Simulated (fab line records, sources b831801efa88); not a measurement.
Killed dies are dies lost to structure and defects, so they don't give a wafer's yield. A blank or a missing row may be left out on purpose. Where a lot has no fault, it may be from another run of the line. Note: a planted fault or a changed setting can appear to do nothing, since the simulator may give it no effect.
Chamber matching / flow sky130 / SKY_FIELD_ISO_CMP_27 on cmp-02: 4 sister chambers
The step polishes, stops on Si3N4, t overpolish 16 s, target thk 457.8 nm. 4 wafers are shown with their chamber, then 7 later ones without.

EACH WAFER AND ITS CHAMBER
wafer=L351.4; chamber=2; motor-current-A (A)=12.8
wafer=L351.5; chamber=1; motor-current-A (A)=12.1
wafer=L355.1; chamber=3; motor-current-A (A)=12.2
wafer=L355.2; chamber=0; motor-current-A (A)=9.0

WAFERS WITH NO CHAMBER GIVEN
wafer=L355.3; motor-current-A (A)=12.9
wafer=L357.1; motor-current-A (A)=12.7
wafer=L357.4; motor-current-A (A)=9.1
wafer=L357.6; motor-current-A (A)=12.6
wafer=L369.1; motor-current-A (A)=12.7
wafer=L369.2; motor-current-A (A)=9.0
wafer=L369.6; motor-current-A (A)=12.8

THE CHAMBER EACH PASSED THROUGH
wafer=L355.3; from the rows above=2; in truth=2
wafer=L357.1; from the rows above=2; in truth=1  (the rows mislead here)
wafer=L357.4; from the rows above=0; in truth=0
wafer=L357.6; from the rows above=can't be placed: 2 or 3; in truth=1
wafer=L369.1; from the rows above=2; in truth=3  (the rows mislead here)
wafer=L369.2; from the rows above=0; in truth=0
wafer=L369.6; from the rows above=2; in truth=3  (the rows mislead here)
Correct placement for 3 of the 7. Can't be placed from these rows: 1 (the true chamber is among the candidates in 0). 3 placed wrongly.
How it was worked out, from the rows above alone: a wafer's distance from a chamber is the root of the sum, over the readings, of the square of ((its reading less the chamber's mean) divided by the reading's scatter). The wafer belongs to the nearest chamber; if the next one is less than 2 further off, it can't be placed. The mean given for a chamber averages the wafers shown for that chamber. The scatter: with one shown wafer a chamber, the root of the mean of the squares of how far each hidden wafer lies from its nearest shown one.
